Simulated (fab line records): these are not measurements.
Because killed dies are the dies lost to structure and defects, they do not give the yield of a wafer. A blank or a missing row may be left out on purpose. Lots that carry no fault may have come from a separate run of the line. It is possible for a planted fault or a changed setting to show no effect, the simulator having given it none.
fab line records    flow sfqLine
[record] lots = 5  wafers = 15  lastDay = 83
route steps=325 shown A5B@209 R5@212
lots untouched by any fault: they come from a run of this same line in which no faults occurred
startH: hours from the record's opening day to when the first of the lot's shown wafers began    waitH: hours elapsed since this lot's preceding step    " same as the row above    L1.1+2: a single row standing in for several wafers    - no value present, or no start provided    * or withheld: withheld    < > ~ a bound
route shown NAME@n: names a module that has steps shown in the file, with the first one's number in the route    usual: mean/standard deviation of fault-free wafers    same: alike in all rows    chamber/n: place in a boat    sites: the reading at each site    _std_site: the standard deviation of these    _edge_site: mean of outer sites minus mean of inner sites    radiusMm: for every site, how far away it sits from the centre of the wafer    mask NAME#n: copy n    behind: the most recent tool/chamber to have shaped the wafer    hold: reason for holding the lot/hours on hold/outcome of the hold    device: names the non-switching transistor (n, p or np)    end of line: tests run on the same wafers once the route is complete    where a step has no rows: the recipe by itself    killed: at the first sort, the dies lost to defects and structure; wafer yield is something else    map: dies across one wafer; x = killed, . = not, _ = none there
set.NAME: the setting that was run; set.NAME@STEP: the one run at that earlier step    model.NAME: the simulator's own value behind a step, which no gauge read
certain route steps with their lots: each step a table, each wafer a row
services: a tool's chamber out of use, with start hour (startH, from the record's first day; less than 0 if before it), hours out, and reason
[[steps]]
[step SFQ_TRILAYER_A5B_DEP_PECVD_129]
[recipe] material = SiO2  tempC = 150  timeS = 133.33  pressureTorr = 2.4  rfW = 183.3  precursor = SiH4/N2O  targetThkNm = 600
[usual] heaterPowerW = 80/9.1  rfFwdPowerW = 182.6/0.62  throttleValvePct = 25.4/1.4
lot.wafer  tool      chamber  startH   waitH  heaterPowerW  rfFwdPowerW  throttleValvePct
L120.1     pecvd-03  1        1306.12  0.0    89            183.7        25.8
L120.2     "         0        "        "      59            182.8        23.9
L120.3     "         2        "        "      77            180.9        28.8
L125.2     pecvd-03  1        1387.38  0.0    82            182.2        22.0
L125.4     "         2        "        "      63            182.8        22.8
L125.5     "         1        "        "      86            183.0        22.4
L131.2     pecvd-02  0        1529.95  0.0    88            182.4        25.0
L131.3     "         2        "        "      73            182.3        26.0
L131.5     "         1        "        "      80            182.7        26.1
L132.2     pecvd-01  0        1533.20  0.0    92            181.6        25.9
L132.4     "         0        "        "      77            182.1        26.0
L132.6     "         1        "        "      92            182.2        26.6
L139.2     pecvd-01  0        1568.09  0.0    86            182.4        25.8
L139.5     "         1        "        "      93            183.5        26.5
L139.6     "         0        "        "      89            183.8        25.9
[step SFQ_TRILAYER_A5B_CMP_CMP_130]
[recipe] stopOn = Nb  downForcePsi = 3  platenRpm = 60  targetThkNm = 340.7
[usual] headPressurePsi = 3.000/0.0067  motorCurrentA = 9.8/0.81
lot.wafer  tool    chamber  startH   waitH  headPressurePsi  motorCurrentA
L120.2     cmp-02  1        1307.72  1.6    2.989            9.1
L120.3     "       2        "        "      3.012            10.1
L120.1     "       3        "        "      3.002            10.0
L125.2     cmp-01  1        1387.47  0.0    3.002            11.6
L125.4     "       3        1388.47  1.0    3.004            9.9
L125.5     "       1        1389.47  2.0    2.997            11.8
L131.2     cmp-02  2        1534.89  4.9    3.015            10.6
L131.3     "       0        1535.89  5.9    2.999            9.4
L131.5     "       3        1537.39  7.4    2.997            9.5
L132.4     cmp-02  2        1540.89  7.6    3.016            9.9
L132.2     "       1        1542.39  9.1    2.997            8.6
L132.6     "       3        1543.39  10.1   2.993            9.5
L139.2     cmp-01  3        1584.62  16.5   3.016            9.3
L139.6     "       0        "        "      2.998            10.3
L139.5     "       1        "        "      3.000            11.2
[step SFQ_TRILAYER_A5B_METRO_MEASURE_131]
[usual] thkNm = 337/6.8
lot.wafer  tool          chamber  startH   waitH  thkNm
L120.1     filmMetro-03  -        1310.72  1.5    333
L120.2     "             -        "        "      338
L120.3     "             -        "        "      326
L125.2     filmMetro-01  -        1390.67  2.7    339
L125.4     "             -        "        "      346
L125.5     "             -        "        "      343
L131.2     filmMetro-01  -        1538.09  2.7    331
L131.3     "             -        "        "      338
L131.5     "             -        "        "      342
L132.2     filmMetro-04  -        1544.09  1.2    345
L132.4     "             -        "        "      336
L132.6     "             -        "        "      345
L139.2     filmMetro-04  -        1586.32  1.2    340
L139.5     "             -        "        "      332
L139.6     "             -        "        "      326
[step SFQ_TRILAYER_R5_DEP_SPUTTER_132]
[recipe] material = Ti  basePressurePa = 1.33e-06  targetThkNm = 5  powerW = 2000  timeS = 5  chamberPressurePa = 0.4
[step SFQ_TRILAYER_R5_DEP_SPUTTER_133]
[recipe] material = MoNx  basePressurePa = 1.33e-06  targetThkNm = 40  powerW = 1000  timeS = 66.7  chamberPressurePa = 0.4
[usual] throttleValvePct = 29.7/1.2
lot.wafer  tool           chamber  startH   waitH  throttleValvePct
L120.1     pvdSputter-06  -        1311.94  0.0    30.7
L120.2     "              -        "        "      28.8
L120.3     "              -        "        "      27.6
L125.2     pvdSputter-06  -        1391.69  0.0    30.7
L125.4     "              -        "        "      28.2
L125.5     "              -        "        "      28.6
L131.2     pvdSputter-06  -        1539.11  0.0    28.4
L131.3     "              -        "        "      30.6
L131.5     "              -        "        "      28.1
L132.2     pvdSputter-06  -        1545.11  0.0    28.7
L132.4     "              -        "        "      28.1
L132.6     "              -        "        "      28.4
L139.2     pvdSputter-04  -        1587.34  0.0    29.6
L139.5     "              -        "        "      29.2
L139.6     "              -        "        "      29.3
[step SFQ_TRILAYER_R5_DEP_SPUTTER_134]
[recipe] material = Ti  basePressurePa = 1.33e-06  targetThkNm = 5  powerW = 2000  timeS = 5  chamberPressurePa = 0.4
[usual] throttleValvePct = 29.7/1.2
lot.wafer  tool           chamber  startH   waitH  throttleValvePct
L120.1     pvdSputter-06  -        1311.99  0.0    30.8
L120.2     "              -        "        "      28.9
L120.3     "              -        "        "      27.8
L125.2     pvdSputter-06  -        1391.75  0.0    30.9
L125.4     "              -        "        "      28.2
L125.5     "              -        "        "      29.0
L131.2     pvdSputter-06  -        1539.17  0.0    28.4
L131.3     "              -        "        "      30.6
L131.5     "              -        "        "      28.2
L132.2     pvdSputter-06  -        1545.17  0.0    28.7
L132.4     "              -        "        "      28.1
L132.6     "              -        "        "      28.2
L139.2     pvdSputter-04  -        1587.39  0.0    29.6
L139.5     "              -        "        "      29.0
L139.6     "              -        "        "      29.5
[step SFQ_R5_RS_MEAS_933]
[recipe] thkMeasGauge = four-point-probe  reads = Ti_of_TRILAYER_R5_DEP_SPUTTER_134+MoNx_of_TRILAYER_R5_DEP_SPUTTER_133+Ti_of_TRILAYER_R5_DEP_SPUTTER_132
[usual] R5_MONX_RS = 7.04/0.068
lot.wafer  tool          chamber  startH   waitH  R5_MONX_RS[ohm/sq]
L120.1     filmMetro-02  -        1312.01  0.0    7.04
L120.2     "             -        "        "      7.13
L120.3     "             -        "        "      7.01
L125.2     filmMetro-02  -        1391.79  0.0    7.00
L125.4     "             -        "        "      7.01
L125.5     "             -        "        "      6.98
L131.2     filmMetro-03  -        1539.21  0.0    7.10
L131.3     "             -        "        "      7.03
L131.5     "             -        "        "      7.12
L132.2     filmMetro-01  -        1545.21  0.0    7.09
L132.4     "             -        "        "      7.10
L132.6     "             -        "        "      7.06
L139.2     filmMetro-01  -        1587.43  0.0    7.02
L139.5     "             -        "        "      7.10
L139.6     "             -        "        "      6.95
[step SFQ_R5_THK_MEAS_934]
[recipe] thkMeasGauge = xrf  reads = MoNx_of_TRILAYER_R5_DEP_SPUTTER_133
[usual] R5_MONX_THK = 40.1/0.59
lot.wafer  tool          chamber  startH   waitH  R5_MONX_THK[nm]
L120.1     filmMetro-02  -        1312.13  0.1    40.4
L120.2     "             -        "        "      39.8
L120.3     "             -        "        "      40.4
L125.2     filmMetro-02  -        1391.90  0.1    40.9
L125.4     "             -        "        "      40.7
L125.5     "             -        "        "      40.9
L131.2     filmMetro-03  -        1539.32  0.1    39.0
L131.3     "             -        "        "      39.7
L131.5     "             -        "        "      39.2
L132.2     filmMetro-01  -        1545.32  0.1    39.4
L132.4     "             -        "        "      39.8
L132.6     "             -        "        "      39.7
L139.2     filmMetro-01  -        1587.54  0.1    40.0
L139.5     "             -        "        "      39.3
L139.6     "             -        "        "      40.1
[step SFQ_TRILAYER_R5_LITHO_COAT_141]
[recipe] resist = BARC  spinRpm = 3000  resistThkNm = 62
[step SFQ_TRILAYER_R5_LITHO_COAT_136]
[recipe] resist = KrF  spinRpm = 3000  resistThkNm = 600
[step SFQ_TRILAYER_R5_LITHO_SOFTBAKE_140]
[recipe] tempC = withheld  timeS = withheld  resist = KrF
[step SFQ_TRILAYER_R5_LITHO_EXPOSE_137]
[recipe] maskId = R5  na = 0.6  sourceShape = conventional  sigmaOuter = 0.65  targetCdNm = 500  doseMj = 14.4
[step SFQ_TRILAYER_R5_LITHO_PEB_139]
[recipe] pebTempC = 115  pebTimeS = 60  resist = KrF
[usual] exhaustPa = 45.3/0.99
lot.wafer  tool           chamber  startH   waitH  exhaustPa
L120.1     lithoTrack-03  0        1324.17  1.0    45.2
L120.2     "              0        "        "      45.1
L120.3     "              0        "        "      45.4
L125.2     lithoTrack-01  0        1405.95  0.8    46.1
L125.4     "              0        "        "      47.0
L125.5     "              0        "        "      45.2
L131.2     lithoTrack-04  0        1541.93  0.8    45.8
L131.3     "              0        "        "      42.7
L131.5     "              0        "        "      43.4
L132.2     lithoTrack-01  0        1547.55  0.8    45.1
L132.4     "              0        "        "      45.9
L132.6     "              0        "        "      45.8
L139.2     lithoTrack-04  0        1612.98  0.8    45.6
L139.5     "              0        "        "      45.6
L139.6     "              0        "        "      46.1
[step SFQ_TRILAYER_R5_LITHO_DEVELOP_138]
[recipe] timeS = 60  resist = KrF
[step SFQ_R5_OVL_MEAS_935]
[usual] R5_OVL = -2/5.5
lot.wafer  tool        chamber  startH   waitH  R5_OVL[nm]
L120.1     overlay-01  -        1324.47  0.1    -7
L120.2     "           -        "        "      -5
L120.3     "           -        "        "      -2
L125.2     overlay-02  -        1406.23  0.1    -1
L125.4     "           -        "        "      0
L125.5     "           -        "        "      -1
L131.2     overlay-02  -        1542.21  0.1    5
L131.3     "           -        "        "      -6
L131.5     "           -        "        "      -4
L132.2     overlay-01  -        1547.83  0.1    -14
L132.4     "           -        "        "      -11
L132.6     "           -        "        "      -8
L139.2     overlay-02  -        1613.26  0.1    -1
L139.5     "           -        "        "      -1
L139.6     "           -        "        "      -4
[step SFQ_TRILAYER_R5_BARC_OPEN_METAL_ETCH_177]
[recipe] maskMaterial = PR  chemistry = O2  targetDepthNm = 125  target = BARC  icpW = 600  biasW = 80  pressureMtorr = 10  timeS = 41.7
[usual] drypumpMotorCurrentA = 5.9/0.62  oesProductAu = 0.685/0.0044  rfFwdPowerW = 593.1/2.2
lot.wafer  tool         chamber  startH   waitH  drypumpMotorCurrentA  oesProductAu  rfFwdPowerW  rfHoursCounterH  model.R5.cdNm
L120.1     rieMetal-03  0        1324.51  0.0    6.3                   0.680         594.2        16               500
L120.2     "            1        "        "      6.4                   0.690         592.3        6                498.7
L120.3     "            1        "        "      6.4                   0.687         590.3        -                500.4
L125.2     rieMetal-03  1        1406.26  0.0    6.5                   0.685         593.2        17               498.1
L125.4     "            0        "        "      6.3                   0.675         593.5        -                499.6
L125.5     "            0        "        "      6.3                   0.686         594.3        -                498.4
L131.2     rieMetal-03  0        1542.24  0.0    6.3                   0.686         594.3        43               502.2
L131.3     "            1        "        "      6.4                   0.679         589.1        -                500.1
L131.5     "            1        "        "      6.4                   0.686         590.8        -                498.7
L132.2     rieMetal-04  1        1547.86  0.0    5.1                   0.687         589.8        125              500.1
L132.4     "            1        "        "      5.1                   0.684         594.0        -                492.5
L132.6     "            1        "        "      5.1                   0.686         592.0        -                499.8
L139.2     rieMetal-04  1        1613.29  0.0    5.0                   0.685         591.0        137              501.4
L139.5     "            1        "        "      5.0                   0.683         593.3        -                500.4
L139.6     "            0        "        "      6.2                   0.684         589.3        -                501.6
[step SFQ_TRILAYER_R5_ETCH_METAL_ETCH_139]
[recipe] stopOn = SiO2  maskMaterial = PR  chemistry = Cl2  targetDepthNm = 60  icpW = 600  biasW = 80  pressureMtorr = 10  timeS = 40
[usual] drypumpMotorCurrentA = 5.9/0.63  oesProductAu = 0.987/0.0059  rfFwdPowerW = 593.4/2.6
lot.wafer  tool         chamber  startH   waitH  drypumpMotorCurrentA  oesProductAu  rfFwdPowerW  rfHoursCounterH  model.R5.cdNm
L120.1     rieMetal-03  0        1324.57  0.0    6.3                   0.996         593.0        16               499.4
L120.2     "            1        "        "      6.4                   0.990         592.1        6                498.7
L120.3     "            1        "        "      6.4                   0.985         594.0        -                500.5
L125.2     rieMetal-03  1        1406.32  0.0    6.4                   0.988         589.2        17               497.8
L125.4     "            0        "        "      6.3                   0.987         593.3        -                499.1
L125.5     "            0        "        "      6.3                   0.985         594.4        -                497.9
L131.2     rieMetal-03  0        1542.30  0.0    6.3                   0.980         598.2        43               501.7
L131.3     "            1        "        "      6.5                   0.974         592.0        -                500.2
L131.5     "            1        "        "      6.5                   0.984         588.0        -                498.8
L132.2     rieMetal-04  1        1547.92  0.0    5.1                   0.992         597.1        126              500.2
L132.4     "            1        "        "      5.0                   0.985         596.1        -                492.5
L132.6     "            1        "        "      5.0                   0.981         595.9        -                500.1
L139.2     rieMetal-04  1        1613.35  0.0    5.0                   0.994         591.6        137              501.4
L139.5     "            1        "        "      5.0                   0.985         590.5        -                500.7
L139.6     "            0        "        "      6.2                   0.987         592.2        -                501.6
[step SFQ_TRILAYER_R5_STRIP_STRIP_140]
[recipe] gas = O2  powerW = 200  platenTempC = 40  overashFraction = 0.65  chemistry = O2  pressureMtorr = 50
[[services]]
tool           chamber  startH   hours  kind
cmp-02         -        1287.46  2.3    repair
pecvd-01       1        1290.64  4.5    repair
rieMetal-03    0        1293.40  11.5   repair
cmp-01         -        1296.84  1.5    repair
filmMetro-04   -        1297.04  4.1    pm
filmMetro-01   -        1309.26  1.6    pm
rieMetal-03    0        1311.34  7.3    repair
rieMetal-03    1        1316.08  4.3    repair
pecvd-03       -        1316.75  14.0   pm
filmMetro-01   -        1336.77  0.5    pm
cmp-02         -        1349.08  0.9    repair
cmp-02         -        1353.03  0.4    repair
filmMetro-04   -        1363.99  0.5    pm
rieMetal-04    -        1375.47  2.8    pm
filmMetro-04   -        1376.82  13.9   pm
cmp-01         -        1384.73  1.3    repair
cmp-02         -        1413.19  6.5    pm
rieMetal-03    -        1424.60  14.6   pm
cmp-02         -        1432.11  2.4    repair
cmp-02         -        1434.47  4.0    pm
pvdSputter-06  -        1479.86  1.9    repair
rieMetal-03    -        1507.12  5.0    repair
pvdSputter-06  -        1522.06  1.5    repair
cmp-02         -        1595.30  0.9    repair
[[key]]
firstSign none at tools or gauges
[modelEffect] step = SFQ_TRILAYER_R5_BARC_OPEN_METAL_ETCH_177  value = R5.cdNm  without = 499.5  struck = 492.5
[modelEffect] step = SFQ_TRILAYER_R5_ETCH_METAL_ETCH_139  value = R5.cdNm  without = 499.6  struck = 492.5
metAt SFQ_TRILAYER_R5_LITHO_PEB_139
struckWafers L132.4
onsetBetween 1405.95 1547.55
[fault] kind = processParameterDrift  tool = lithoTrack-01  chamber = -  onsetH = 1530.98  steps = SFQ_TRILAYER_R5_LITHO_PEB_139  channel = pebTimeS  offset = *  shape = step  endH = 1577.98  scope = struckWafersOnly  actsIn = *  stated = *
